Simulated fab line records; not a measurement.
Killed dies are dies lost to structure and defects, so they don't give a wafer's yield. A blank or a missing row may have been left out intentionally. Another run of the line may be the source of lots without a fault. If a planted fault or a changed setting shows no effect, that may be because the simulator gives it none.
Which tool did it? / flow sfqLine / 14 lots with 42 wafers sampled at 3 steps, on a route of 325 steps

== WHAT THE GAUGES SHOWED, per wafer ==
SFQ_M6_RS_MEAS_938: a four-point-probe measurement. Usual: for M6_NB_RS the level is 0.892 ohm/sq and the standard deviation is 0.0073.
lot=L793; measured=day 67 12:51; on=filmMetro-04; M6_NB_RS (ohm/sq)=0.884 0.886 0.894; flag=
lot=L794; measured=day 67 15:13; on=filmMetro-01; M6_NB_RS (ohm/sq)=0.904 0.889 0.885; flag=
lot=L796; measured=day 67 21:13; on=filmMetro-02; M6_NB_RS (ohm/sq)=0.888 0.891 0.883; flag=
lot=L799; measured=day 68 15:30; on=filmMetro-01; M6_NB_RS (ohm/sq)=0.907 0.903 0.898; flag=
lot=L800; measured=day 69 03:16; on=filmMetro-01; M6_NB_RS (ohm/sq)=0.884 0.896 0.890; flag=
lot=L801; measured=day 70 03:30; on=filmMetro-04; M6_NB_RS (ohm/sq)=0.891 0.892 0.888; flag=
lot=L802; measured=day 70 23:19; on=filmMetro-04; M6_NB_RS (ohm/sq)=0.895 0.887 0.888; flag=
lot=L803; measured=day 71 07:34; on=filmMetro-04; M6_NB_RS (ohm/sq)=0.888 0.893 0.902; flag=
lot=L804; measured=day 71 08:57; on=filmMetro-02; M6_NB_RS (ohm/sq)=0.906 0.899 0.894; flag=
lot=L808; measured=day 71 23:25; on=filmMetro-01; M6_NB_RS (ohm/sq)=0.889 0.878 0.890; flag=
lot=L810; measured=day 72 12:35; on=filmMetro-01; M6_NB_RS (ohm/sq)=0.884 0.888 0.891; flag=
lot=L812; measured=day 73 07:56; on=filmMetro-04; M6_NB_RS (ohm/sq)=0.634 0.630 0.631; flag=OFF
lot=L813; measured=day 73 13:56; on=filmMetro-02; M6_NB_RS (ohm/sq)=0.636 0.635 0.630; flag=OFF
lot=L814; measured=day 73 17:31; on=filmMetro-01; M6_NB_RS (ohm/sq)=0.899 0.896 0.897; flag=

== WHAT TOOL EACH LOT RAN ON (gives the tool, then ch and the chambers of the sampled wafers, and finally the start) ==
lot=L793; SFQ_TRILAYER_I5_ETCH_VIA_ETCH_147=rieDiel-03 ch 0,2,3, day 62 12:48; SFQ_TRILAYER_M6_DEP_SPUTTER_157=pvdSputter-03, day 67 12:43
lot=L794; SFQ_TRILAYER_I5_ETCH_VIA_ETCH_147=rieDiel-04 ch 0,1, day 62 14:00; SFQ_TRILAYER_M6_DEP_SPUTTER_157=pvdSputter-06, day 67 15:07
lot=L796; SFQ_TRILAYER_I5_ETCH_VIA_ETCH_147=rieDiel-04 ch 0,3, day 62 21:12; SFQ_TRILAYER_M6_DEP_SPUTTER_157=pvdSputter-06, day 67 21:07
lot=L799; SFQ_TRILAYER_I5_ETCH_VIA_ETCH_147=rieDiel-04 ch 1,3, day 64 04:58; SFQ_TRILAYER_M6_DEP_SPUTTER_157=pvdSputter-06, day 68 15:22
lot=L800; SFQ_TRILAYER_I5_ETCH_VIA_ETCH_147=rieDiel-02 ch 0,2,3, day 64 06:10; SFQ_TRILAYER_M6_DEP_SPUTTER_157=pvdSputter-04, day 69 03:11
lot=L801; SFQ_TRILAYER_I5_ETCH_VIA_ETCH_147=rieDiel-04 ch 1,3, day 65 09:55; SFQ_TRILAYER_M6_DEP_SPUTTER_157=pvdSputter-06, day 70 03:23
lot=L802; SFQ_TRILAYER_I5_ETCH_VIA_ETCH_147=rieDiel-04 ch 1,2,3, day 66 04:26; SFQ_TRILAYER_M6_DEP_SPUTTER_157=pvdSputter-04, day 70 23:13
lot=L803; SFQ_TRILAYER_I5_ETCH_VIA_ETCH_147=rieDiel-03 ch 0,1,2, day 66 10:30; SFQ_TRILAYER_M6_DEP_SPUTTER_157=pvdSputter-03, day 71 07:28
lot=L804; SFQ_TRILAYER_I5_ETCH_VIA_ETCH_147=rieDiel-04 ch 2,3, day 66 11:42; SFQ_TRILAYER_M6_DEP_SPUTTER_157=pvdSputter-04, day 71 08:49
lot=L808; SFQ_TRILAYER_I5_ETCH_VIA_ETCH_147=rieDiel-02 ch 1,2,3, day 67 03:47; SFQ_TRILAYER_M6_DEP_SPUTTER_157=pvdSputter-06, day 71 23:17
lot=L810; SFQ_TRILAYER_I5_ETCH_VIA_ETCH_147=rieDiel-02 ch 1,3, day 67 16:31; SFQ_TRILAYER_M6_DEP_SPUTTER_157=pvdSputter-03, day 72 12:29
lot=L812; SFQ_TRILAYER_I5_ETCH_VIA_ETCH_147=rieDiel-02 ch 2,3, day 68 18:05; SFQ_TRILAYER_M6_DEP_SPUTTER_157=pvdSputter-06, day 73 07:49
lot=L813; SFQ_TRILAYER_I5_ETCH_VIA_ETCH_147=rieDiel-02 ch 1,2,3, day 69 00:05; SFQ_TRILAYER_M6_DEP_SPUTTER_157=pvdSputter-06, day 73 13:49
lot=L814; SFQ_TRILAYER_I5_ETCH_VIA_ETCH_147=rieDiel-03 ch 1,2,3, day 69 02:29; SFQ_TRILAYER_M6_DEP_SPUTTER_157=pvdSputter-04, day 73 17:25
- SFQ_TRILAYER_I5_ETCH_VIA_ETCH_147: etches the open film in CHF3, stops on Nb, target depth 360 nm.
- SFQ_TRILAYER_M6_DEP_SPUTTER_157: material Nb, target thk 200 nm, time 133.3 s.

== AS READ BY THE TOOLS THEMSELVES (means over the sampled wafers that have a number; for cases with no such wafer, the mark the record gives instead) ==
SFQ_TRILAYER_I5_ETCH_VIA_ETCH_147. Usual: drypumpMotorCurrentA 5.7 A, standard deviation 0.57; oesProductAu 0.988 a.u., standard deviation 0.0065.
lot=L793; tool=rieDiel-03; drypumpMotorCurrentA (A)=5.8; oesProductAu (a.u.)=0.983; flag=
lot=L794; tool=rieDiel-04; drypumpMotorCurrentA (A)=5.0; oesProductAu (a.u.)=0.991; flag=
lot=L796; tool=rieDiel-04; drypumpMotorCurrentA (A)=5.9; oesProductAu (a.u.)=0.988; flag=
lot=L799; tool=rieDiel-04; drypumpMotorCurrentA (A)=5.2; oesProductAu (a.u.)=0.992; flag=
lot=L800; tool=rieDiel-02; drypumpMotorCurrentA (A)=5.6; oesProductAu (a.u.)=0.993; flag=
lot=L801; tool=rieDiel-04; drypumpMotorCurrentA (A)=5.6; oesProductAu (a.u.)=0.989; flag=
lot=L802; tool=rieDiel-04; drypumpMotorCurrentA (A)=5.8; oesProductAu (a.u.)=0.993; flag=
lot=L803; tool=rieDiel-03; drypumpMotorCurrentA (A)=5.4; oesProductAu (a.u.)=0.991; flag=
lot=L804; tool=rieDiel-04; drypumpMotorCurrentA (A)=6.4; oesProductAu (a.u.)=0.987; flag=
lot=L808; tool=rieDiel-02; drypumpMotorCurrentA (A)=5.6; oesProductAu (a.u.)=0.989; flag=
lot=L810; tool=rieDiel-02; drypumpMotorCurrentA (A)=6.2; oesProductAu (a.u.)=0.983; flag=
lot=L812; tool=rieDiel-02; drypumpMotorCurrentA (A)=5.2; oesProductAu (a.u.)=0.982; flag=
lot=L813; tool=rieDiel-02; drypumpMotorCurrentA (A)=5.6; oesProductAu (a.u.)=0.980; flag=
lot=L814; tool=rieDiel-03; drypumpMotorCurrentA (A)=5.5; oesProductAu (a.u.)=0.989; flag=

SFQ_TRILAYER_M6_DEP_SPUTTER_157. Usual: throttleValvePct 30.3 %, standard deviation 0.94.
lot=L793; tool=pvdSputter-03; throttleValvePct (%)=30.8; flag=
lot=L794; tool=pvdSputter-06; throttleValvePct (%)=30.3; flag=
lot=L796; tool=pvdSputter-06; throttleValvePct (%)=30.6; flag=
lot=L799; tool=pvdSputter-06; throttleValvePct (%)=30.4; flag=
lot=L800; tool=pvdSputter-04; throttleValvePct (%)=28.9; flag=
lot=L801; tool=pvdSputter-06; throttleValvePct (%)=30.3; flag=
lot=L802; tool=pvdSputter-04; throttleValvePct (%)=29.3; flag=
lot=L803; tool=pvdSputter-03; throttleValvePct (%)=31.2; flag=
lot=L804; tool=pvdSputter-04; throttleValvePct (%)=30.0; flag=
lot=L808; tool=pvdSputter-06; throttleValvePct (%)=30.1; flag=
lot=L810; tool=pvdSputter-03; throttleValvePct (%)=30.8; flag=
lot=L812; tool=pvdSputter-06; throttleValvePct (%)=29.8; flag=
lot=L813; tool=pvdSputter-06; throttleValvePct (%)=30.0; flag=
lot=L814; tool=pvdSputter-04; throttleValvePct (%)=31.0; flag=

== THE ANSWER, worked out from the rows above alone ==
Rule: a lot counts as off when the mean over its wafers that have a number is more than 3 standard deviations away from the usual mean. A lot without any number at a reading at which 4 lots or more have one is off too. Where the step has rows for the other lots, those lots are counted as sound. After the gauges, taken in route order, come the tools' own readings; for these a lot's mean is taken, as printed above. At the first step where some lot is off, the reading lying furthest off is the one used; lots without a number count as furthest.
Off: L812, L813, at SFQ_M6_RS_MEAS_938 (M6_NB_RS).
A tool fits if, at a process step before that reading, it ran every lot that is off, and no sound lot after the first of them. Those tools and the gauges at SFQ_M6_RS_MEAS_938 are tried in the same way. Can't be told from this: 2 tools fit, rieDiel-02 at SFQ_TRILAYER_I5_ETCH_VIA_ETCH_147, pvdSputter-06 at SFQ_TRILAYER_M6_DEP_SPUTTER_157.

== WHAT WAS PUT IN BY THE SIMULATOR ==
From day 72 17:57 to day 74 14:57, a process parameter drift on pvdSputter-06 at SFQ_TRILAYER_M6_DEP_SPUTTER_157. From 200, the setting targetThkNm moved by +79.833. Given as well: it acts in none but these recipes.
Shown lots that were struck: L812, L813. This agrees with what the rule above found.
